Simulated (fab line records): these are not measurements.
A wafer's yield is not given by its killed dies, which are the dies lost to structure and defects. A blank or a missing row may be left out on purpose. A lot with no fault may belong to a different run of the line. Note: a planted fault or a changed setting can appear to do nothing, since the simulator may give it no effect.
A struck lot beside a sound one :: flow sky130 :: 20 out of 708 route steps
Sound: wafers L985.3, L985.4, L985.5. Wafers L999.4, L999.5, L999.6 were the ones struck. At the end, the cause is stated.
At each step with rows: each side's tool, then ch and its chambers, then its first start. Under that, the readings that differ: sound wafers :: struck wafers :: difference of the means :: sigmas: that difference in standard deviations of wafers without a fault.
alike: readings whose means differ by less than 2 such deviations, and words and numbers that are the same on both sides. not compared: withheld readings, readings that some wafer has no value for, bounds like >300 that may hide the same value, and numbers for which the record gives no deviation and whose values overlap.
Wherever a step has rows on one side only, a row that says differs or no value, or a row with sigmas, the two part there. Non-overlapping numbers with no deviation appear without sigmas and do not part them. Lack of a reading on every wafer of one side parts them only where that side has two or more wafers.

first, 2 steps without rows for these wafers: SKY_NWELL_PEB_08; SKY_NWELL_DEVELOP_09 (develop time 60 s).
SKY_NWELL_OVL_MEAS_10:
  struck on overlay-01, day 8 06:13; sound on overlay-02, day 4 22:18
  alike: NWELL_00_OVL
then, 3 steps without rows for these wafers: SKY_NWELL_IMPLANT_11; SKY_NWELL_IMPLANT_12; SKY_NWELL_IMPLANT_13.
SKY_NWELL_STRIP_14: strips in O2/N2.
  sound on plasma-asher-03 ch 0,1, day 4 22:49; struck on plasma-asher-03 ch 0,1, day 8 06:43
  alike: chamber-pressure-mTorr, drypump-motor-current-A, o2-flow-sccm, oes-product-au, strip-time-to-endpoint-s
  not compared: rf-hours-counter-h
SKY_NWELL_TW_MEAS_15:
  struck on film-metro-03, day 8 06:49; sound on film-metro-01, day 4 22:54
  alike: NWELL_TW
then, 4 steps without rows for these wafers: SKY_NWELL_DEHYDRATE_16 (time 60 s); SKY_NWELL_HMDS_17 (prime time 60 s); SKY_NWELL_COAT_18 (resist thk 3000 nm); SKY_NWELL_SOFTBAKE_19.
SKY_NWELL_EXPOSE_20: exposes mask NWM COMPLEMENT, target cd 840 nm.
  sound on iline-stepper-01 ch 0, day 5 08:07; struck on iline-stepper-01 ch 0, day 8 18:36
reading: mask
sound: NWM_COMPLEMENT#0 NWM_COMPLEMENT#0 NWM_COMPLEMENT#0
struck: HVTPM#0 HVTPM#0 HVTPM#0
difference: differs
sigmas: 
then, 2 steps without rows for these wafers: SKY_NWELL_PEB_21; SKY_NWELL_DEVELOP_22 (develop time 60 s).
SKY_NWELL_OVL_MEAS_23:
  struck on overlay-02, day 9 06:32; sound on overlay-01, day 5 18:14
reading: NWELL_01_OVL (nm)
sound: -0.6 -3.5 -3.8
struck: - - -
difference: no value on the struck wafers
sigmas: 
then, 1 step without rows for these wafers: SKY_NWELL_IMPLANT_24.
SKY_NWELL_STRIP_25: strips in O2/N2.
  sound on plasma-asher-03 ch 0,1, day 5 18:26; struck on plasma-asher-04 ch 0,1, day 9 06:44
reading: drypump-motor-current-A (A)
sound: 5.26 5.32 5.32
struck: 5.87 5.89 5.92
difference: +0.59
sigmas: +2
  alike: chamber-pressure-mTorr, o2-flow-sccm, oes-product-au, strip-time-to-endpoint-s
  not compared: rf-hours-counter-h
SKY_NWELL_TW_MEAS_26:
  struck on film-metro-03, day 9 07:04; sound on film-metro-03, day 5 18:31
reading: NWELL_2_TW
sound: 492.3 493.9 492.2
struck: 29.7 29.7 29.9
difference: -463.0
sigmas: -99 or more
  not compared: hold
then, 1 step without rows for these wafers: SKY_PAD_OPEN_PROBE_99.

== WHERE THEY PART ==
At SKY_NWELL_EXPOSE_20 first; at SKY_NWELL_TW_MEAS_26 last (within this record only).

WHY: what had been put in by the simulator
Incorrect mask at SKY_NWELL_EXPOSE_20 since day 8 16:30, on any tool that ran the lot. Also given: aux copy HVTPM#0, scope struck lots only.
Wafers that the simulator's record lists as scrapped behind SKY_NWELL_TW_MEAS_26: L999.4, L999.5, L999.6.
